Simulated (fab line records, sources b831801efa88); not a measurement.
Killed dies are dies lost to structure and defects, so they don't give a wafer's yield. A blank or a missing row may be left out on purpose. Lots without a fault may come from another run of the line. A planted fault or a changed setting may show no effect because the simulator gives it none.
Chamber matching | flow gf180mcu | GF_V5_CMP_04 on cmp-02: 4 sister chambers
The step polishes SiO2. 4 wafers are shown with their chamber, then 9 later ones without.

WAFERS WITH THEIR CHAMBER
wafer  | chamber | motor_current_A (A)
L644.2 | 0       | 11.0
L647.2 | 1       | 11.2
L647.4 | 2       | 11.5
L647.5 | 3       | 11.1

WAFERS WITHOUT THEIR CHAMBER
wafer  | motor_current_A (A)
L650.4 | 10.9
L650.5 | 11.7
L650.6 | 11.5
L655.3 | 11.5
L655.4 | 10.8
L655.5 | 11.2
L656.2 | 11.3
L656.4 | 11.6
L656.6 | 11.7

WHICH CHAMBER EACH WENT THROUGH
wafer  | from the rows above               | in truth
L650.4 | can't be placed: 0 or 3 or 1      | 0
L650.5 | 2                                 | 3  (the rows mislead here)
L650.6 | 2                                 | 2
L655.3 | 2                                 | 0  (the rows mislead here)
L655.4 | can't be placed: 0 or 3 or 1      | 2
L655.5 | can't be placed: 1 or 3 or 0      | 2
L656.2 | can't be placed: 1 or 2 or 3 or 0 | 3
L656.4 | 2                                 | 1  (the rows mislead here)
L656.6 | 2                                 | 2
Placed correctly: 2 of 9. Can't be placed from these rows: 4 (the true chamber is among the candidates in 2). Placed wrongly: 3.
How it was worked out, from the rows above alone: a wafer's distance from a chamber is the root of the sum, over the readings, of the square of ((its reading less the chamber's mean) divided by the reading's scatter). The wafer belongs to the nearest chamber; if the next one is less than 2 further off, it can't be placed. A chamber's mean is the mean of its shown wafers. The scatter: with one shown wafer a chamber, the root of the mean of the squares of how far each hidden wafer lies from its nearest shown one.
